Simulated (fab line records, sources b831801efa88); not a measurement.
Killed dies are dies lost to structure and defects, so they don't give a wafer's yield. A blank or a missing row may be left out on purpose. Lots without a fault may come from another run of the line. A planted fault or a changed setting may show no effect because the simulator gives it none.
Chamber matching | flow gf180mcu | GF_HV_LDD_ETCHBACK_58 on rie_diel-02: 3 sister chambers
The step etches Si3N4 in CH3F/O2, stops on SiO2, time 100 s, target depth 90 nm. 16 wafers are shown with their chamber, then 7 later ones without.

WAFERS WITH THEIR CHAMBER
wafer  | chamber | drypump_motor_current_A (A) | oes_product_au (a.u.) | throttle_valve_pct (%)
L074.1 | 3       | 4.8                         | 0.837                 | 10.560
L074.4 | 2       | 5.1                         | 0.831                 | 10.560
L074.5 | 3       | 4.9                         | 0.837                 | 10.558
L078.2 | 1       | 5.7                         | 0.838                 | 10.553
L078.3 | 2       | 5.1                         | 0.842                 | 10.566
L078.4 | 1       | 5.7                         | 0.841                 | 10.546
L079.3 | 3       | 4.8                         | 0.841                 | 10.548
L079.4 | 2       | 5.1                         | 0.848                 | 10.570
L079.5 | 3       | 4.8                         | 0.847                 | 10.562
L081.1 | 1       | 5.6                         | 0.839                 | 10.572
L081.2 | 2       | 5.1                         | 0.841                 | 10.551
L081.5 | 3       | 4.9                         | 0.836                 | 10.553
L082.2 | 2       | 5.1                         | 0.844                 | 10.564
L082.3 | 1       | 5.7                         | 0.841                 | 10.554
L082.4 | 3       | 4.8                         | 0.829                 | 10.551
L086.1 | 3       | 4.8                         | 0.837                 | 10.572

SIGNATURES (means of the wafers above)
reading                 | chamber 1 | chamber 2 | chamber 3 | scatter within a chamber
drypump_motor_current_A | 5.675     | 5.100     | 4.829     | 0.0409
oes_product_au          | 0.83975   | 0.84120   | 0.83771   | 0.00514
throttle_valve_pct      | 10.55625  | 10.56220  | 10.55771  | 0.00862
Rule: a wafer's distance from a chamber is the root of the sum, over the readings, of the square of ((its reading less the chamber's mean) divided by the reading's scatter). The wafer belongs to the nearest chamber; if the next one is less than 2 further off, it can't be placed. The scatter: the root of (the sum of the squares of (reading less its chamber's mean) over the shown wafers, divided by (wafers less chambers)).

WAFERS WITHOUT THEIR CHAMBER
wafer  | drypump_motor_current_A (A) | oes_product_au (a.u.) | throttle_valve_pct (%)
L086.3 | 5.1                         | 0.842                 | 10.558
L086.6 | 4.8                         | 0.837                 | 10.564
L091.1 | 5.7                         | 0.841                 | 10.573
L091.5 | 4.9                         | 0.842                 | 10.564
L091.6 | 5.1                         | 0.843                 | 10.567
L095.3 | 5.7                         | 0.838                 | 10.558
L095.4 | 4.8                         | 0.832                 | 10.557

WHICH CHAMBER EACH WENT THROUGH
wafer  | from the rows above | in truth
L086.3 | 2                   | 2
L086.6 | 3                   | 3
L091.1 | 1                   | 1
L091.5 | 3                   | 3
L091.6 | 2                   | 2
L095.3 | 1                   | 1
L095.4 | 3                   | 3
Placed correctly: 7 of 7. Can't be placed from these rows: 0. Placed wrongly: 0.
